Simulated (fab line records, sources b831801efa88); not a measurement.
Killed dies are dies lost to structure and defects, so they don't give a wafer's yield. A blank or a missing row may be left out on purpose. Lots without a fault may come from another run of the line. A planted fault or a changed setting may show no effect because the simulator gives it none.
Which tool did it? | flow gf180mcu | 12 lots, 36 wafers sampled, at 2 steps of a route of 602

WHAT THE GAUGES READ, wafer by wafer
GF_V1_THK_MEAS_03. Usual: V1_CVD_02_THK 875 nm, standard deviation 11.
lot  | measured     | on            | V1_CVD_02_THK (nm) | flag
L236 | day 17 02:47 | film_metro-01 | 862 856 873        |
L238 | day 17 19:02 | film_metro-04 | 861 861 870        |
L239 | day 18 05:48 | film_metro-01 | 880 885 878        |
L240 | day 18 20:46 | film_metro-04 | 850 876 882        |
L242 | day 19 13:08 | film_metro-01 | 878 876 880        |
L252 | day 22 22:28 | film_metro-01 | 860 873 880        |
L253 | day 23 13:49 | film_metro-01 | 868 879 883        |
L254 | day 23 14:53 | film_metro-04 | 871 889 891        |
L255 | day 23 21:23 | film_metro-01 | 876 900 887        |
L257 | day 24 16:52 | film_metro-02 | 851 851 877        |
L258 | day 24 22:57 | film_metro-01 | 877 873 881        |
L259 | day 25 08:04 | film_metro-01 | 882 870 879        |

GF_M2_OVL_MEAS_15. Usual: M2_OVL 0 nm, standard deviation 5.6.
lot  | measured     | on         | M2_OVL (nm) | flag
L236 | day 19 06:23 | overlay-02 | 7 -1 2      |
L238 | day 19 22:25 | overlay-01 | -3 -10 -3   |
L239 | day 20 08:47 | overlay-02 | 5 5 4       |
L240 | day 21 00:44 | overlay-01 | 0 2 -2      |
L242 | day 21 16:05 | overlay-01 | 5 15 1      |
L252 | day 24 21:12 | overlay-01 | -5 5 2      |
L253 | day 25 11:19 | overlay-02 | 1 3 0       |
L254 | day 25 12:41 | overlay-02 | 1 -3 2      |
L255 | day 25 18:31 | overlay-02 | 6 2 -1      |
L257 | day 26 13:29 | overlay-01 | 3 -6 1      |
L258 | day 26 19:53 | overlay-01 | -3 -14 -7   |
L259 | day 27 03:02 | overlay-01 | -1 2 -7     |

WHICH TOOL RAN EACH LOT (tool, then ch and the chambers of the sampled wafers, then the start)
The record holds no process step before these readings.

WHAT THE TOOLS THEMSELVES READ (means of the sampled wafers that have a number; where no wafer has one, the mark that the record gives instead)
The record holds no such reading with a usual standard deviation.

THE ANSWER, worked out from the rows above alone
Rule: a lot is off if the mean of its wafers that have a number lies more than 3 standard deviations from the usual mean. A lot without any number at a reading at which 4 lots or more have one is off too. The other lots that the step has rows for count as sound. The gauges are gone through in route order, then the tools' own readings, and for those a lot's mean is taken as printed above. The first step at which some lot is off is used, and at that step the reading that is off furthest; a lot without a number counts as furthest.
No lot is off at any reading shown: from this, nothing can be told.

WHAT THE SIMULATOR HAD PUT IN
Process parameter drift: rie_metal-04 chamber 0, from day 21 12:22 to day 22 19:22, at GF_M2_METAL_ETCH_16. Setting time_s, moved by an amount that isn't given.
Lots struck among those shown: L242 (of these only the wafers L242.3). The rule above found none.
